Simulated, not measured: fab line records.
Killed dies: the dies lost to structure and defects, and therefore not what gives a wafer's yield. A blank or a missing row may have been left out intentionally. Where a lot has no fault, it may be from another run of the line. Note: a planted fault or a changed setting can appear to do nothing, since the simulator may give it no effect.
Chamber matching + flow gf180mcu + cmp-01 running GF_V1_CMP_04: 4 sister chambers
The step polishes SiO2. 8 wafers are shown with their chamber, then 7 later ones without.

== WAFERS WITH THEIR CHAMBER ==
| wafer  | chamber | motor current A (A) | time to endpoint s (s) |
|--------|---------|---------------------|------------------------|
| L994.6 | 3       | 11.4                | 88                     |
| L997.6 | 0       | 10.9                | 77                     |
| L998.3 | 1       | 11.9                | 83                     |
| L999.1 | 2       | 10.7                | 73                     |
| L999.5 | 0       | 10.3                | 81                     |
| L999.6 | 1       | 11.6                | 86                     |
| L109.1 | 2       | 10.8                | 81                     |
| L109.4 | 3       | 11.2                | 91                     |

== WAFERS WITH NO CHAMBER GIVEN ==
| wafer  | motor current A (A) | time to endpoint s (s) |
|--------|---------------------|------------------------|
| L109.6 | 10.2                | 89                     |
| L113.1 | 10.4                | 81                     |
| L113.3 | 11.4                | 85                     |
| L113.4 | 11.4                | 88                     |
| L114.2 | 10.9                | 81                     |
| L114.5 | 11.4                | 91                     |
| L114.6 | 11.0                | 84                     |

== WHICH CHAMBER EACH WENT THROUGH ==
| wafer  | from the rows above               | in truth |
|--------|-----------------------------------|----------|
| L109.6 | can't be placed: 0 or 2 or 3      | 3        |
| L113.1 | can't be placed: 0 or 2           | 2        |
| L113.3 | can't be placed: 3 or 1           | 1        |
| L113.4 | can't be placed: 3 or 1           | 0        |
| L114.2 | can't be placed: 2 or 0 or 3      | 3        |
| L114.5 | can't be placed: 3 or 1           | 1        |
| L114.6 | can't be placed: 3 or 0 or 2 or 1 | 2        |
Correct placement for 0 of the 7. Cannot be placed on the basis of these rows: 7; the candidates contain the true chamber in 6. Number placed wrongly: 0.
How it was worked out, from the rows above alone: a wafer's distance from a chamber is the root of the sum, over the readings, of the square of ((its reading less the chamber's mean) divided by the reading's scatter). If the next closest chamber is less than 2 further off than the closest, the wafer can't be placed; otherwise it belongs to the closest. A chamber's mean is the mean of its shown wafers. The scatter: the root of (the sum of the squares of (reading less its chamber's mean) over the shown wafers, divided by (wafers less chambers)).
